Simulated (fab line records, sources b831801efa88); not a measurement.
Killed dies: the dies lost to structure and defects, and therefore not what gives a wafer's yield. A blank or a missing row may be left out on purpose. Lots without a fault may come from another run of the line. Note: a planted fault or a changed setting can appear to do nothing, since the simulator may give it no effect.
Comparing a struck lot with a sound one || flow gf180mcu || 15 out of 602 route steps
Sound: the wafers L955.1, L955.3, L955.5. Struck: wafer L965.6. (L965.3, L965.5 of the same lot were not struck and are left out.) The cause comes at the end.
Each step with rows lists, per side, the tool, then ch with its chambers, then its first start. Under that, the readings that differ: sound wafers || struck wafers || difference of the means || sigmas: that difference in standard deviations of wafers without a fault.
alike: readings with means less than 2 such deviations apart, plus words and numbers identical on both sides. not compared: withheld readings, readings lacking a value on some wafer, bounds such as >300 that could conceal the same value, and numbers that have no deviation in the record and whose values overlap.
The two part at a step that has a row with sigmas, a row that says differs or no value, or rows on one side only. Non-overlapping numbers with no deviation appear without sigmas and do not part them. A reading that every wafer of one side lacks parts them only if that side has two wafers or more.

GF_HV_LDD_CD_MEAS_46 targets a cd of 400 nm.
  struck on cd-sem-01, day 18 15:50; sound on cd-sem-01, day 15 16:48
  alike: cd-nm
GF_HV_LDD_OVL_MEAS_47:
  struck on overlay-02, day 18 15:56; sound on overlay-02, day 15 16:55
  alike: HV_LDD_03_OVL
then, 1 step without rows for these wafers: GF_HV_LDD_IMPLANT_48.
GF_HV_LDD_STRIP_49: strips in O2/N2.
  sound on plasma-asher-04 ch 0,1, day 15 17:07; struck on plasma-asher-04 ch 1, day 18 16:08
  alike: drypump-motor-current-A, heater-power-w, oes-product-au, strip-time-to-endpoint-s
  not compared: rf-hours-counter-h
GF_HV_LDD_TW_MEAS_50:
  struck on film-metro-03, day 18 16:14; sound on film-metro-03, day 15 17:13
  alike: HV_LDD_4_TW
then, 1 step without rows for these wafers: GF_HV_LDD_CLEAN_51 (cleans in SC1/SC2, time 150 s).
GF_HV_LDD_RTA_52: time 10 s.
  sound on rtp-anneal-01 ch 0, day 15 17:19; struck on rtp-anneal-01 ch 0, day 18 16:20
  alike: anneal-temp-c-max, lamp-power-pct, wafer_temp_C_max
GF_HV_LDD_RS_MEAS_53: measures by four-point-probe.
  struck on film-metro-03, day 18 16:26; sound on film-metro-04, day 15 17:23
  alike: HV_LDD_RS
then, 1 step without rows for these wafers: GF_HV_LDD_CVD_54 (deposits SiO2 from TEOS, target thk 10 nm, time 75 s).
GF_HV_LDD_THK_MEAS_55:
  struck on film-metro-04, day 18 17:33; sound on film-metro-03, day 15 18:32
  alike: HV_LDD_CVD_54_THK
then, 1 step without rows for these wafers: GF_HV_LDD_CVD_56 (deposits Si3N4 from DCS/NH3, target thk 90 nm, time 1543 s).
GF_HV_LDD_THK_MEAS_57:
  struck on film-metro-02, day 18 19:02; sound on film-metro-04, day 15 20:01
{"reading": "HV_LDD_CVD_56_THK (nm)", "sound": "89.5 88.9 89.6", "struck": 91.1, "difference": "+1.8", "sigmas": "+2"}
GF_HV_LDD_ETCHBACK_58: etches Si3N4 in CH3F/O2, stops on SiO2, time 100 s, target depth 90 nm.
  sound on rie-diel-01 ch 0,2, day 15 20:05; struck on rie-diel-04 ch 1, day 18 19:04
{"reading": "oes-product-au (a.u.)", "sound": "0.840 0.831 0.837", "struck": 0.993, "difference": "+0.157", "sigmas": "+27"}
{"reading": "run-length-s (s)", "sound": "128.8 127.8 129.1", "struck": 97.0, "difference": -31.6, "sigmas": -79}
{"reading": "throttle-valve-pct (%)", "sound": "10.560 10.566 10.557", "struck": 10.591, "difference": "+0.030", "sigmas": "+3"}
{"reading": "model.etch.depth-nm (nm)", "sound": "89.46 88.9 89.6", "struck": 82.25, "difference": -7.07, "sigmas": ""}
{"reading": "model.SiO2_of_HV_LDD_CVD_54.thk-nm (nm)", "sound": "7.436 7.435 7.512", "struck": 8.379, "difference": "+0.918", "sigmas": ""}
  alike: drypump-motor-current-A
  not compared: bias-w, rf-hours-counter-h
then, 1 step without rows for these wafers: GF_NSD_DEHYDRATE_00 (time 60 s).
-- the record jumps here: 16 days lie between the struck wafers' starts before and after (it left off in module NSD and takes up again in module PASSIVATION, whose first step shown is number 602 of the route) --
GF_PASSIVATION_PROBE_99:
  rows exist in the record for the struck wafers here (prober-02, day 34 23:46), but not for the sound ones

== WHERE THEY PART ==
Earliest at GF_HV_LDD_THK_MEAS_57; latest, in this record, at GF_PASSIVATION_PROBE_99.

WHY: whatever the simulator had introduced
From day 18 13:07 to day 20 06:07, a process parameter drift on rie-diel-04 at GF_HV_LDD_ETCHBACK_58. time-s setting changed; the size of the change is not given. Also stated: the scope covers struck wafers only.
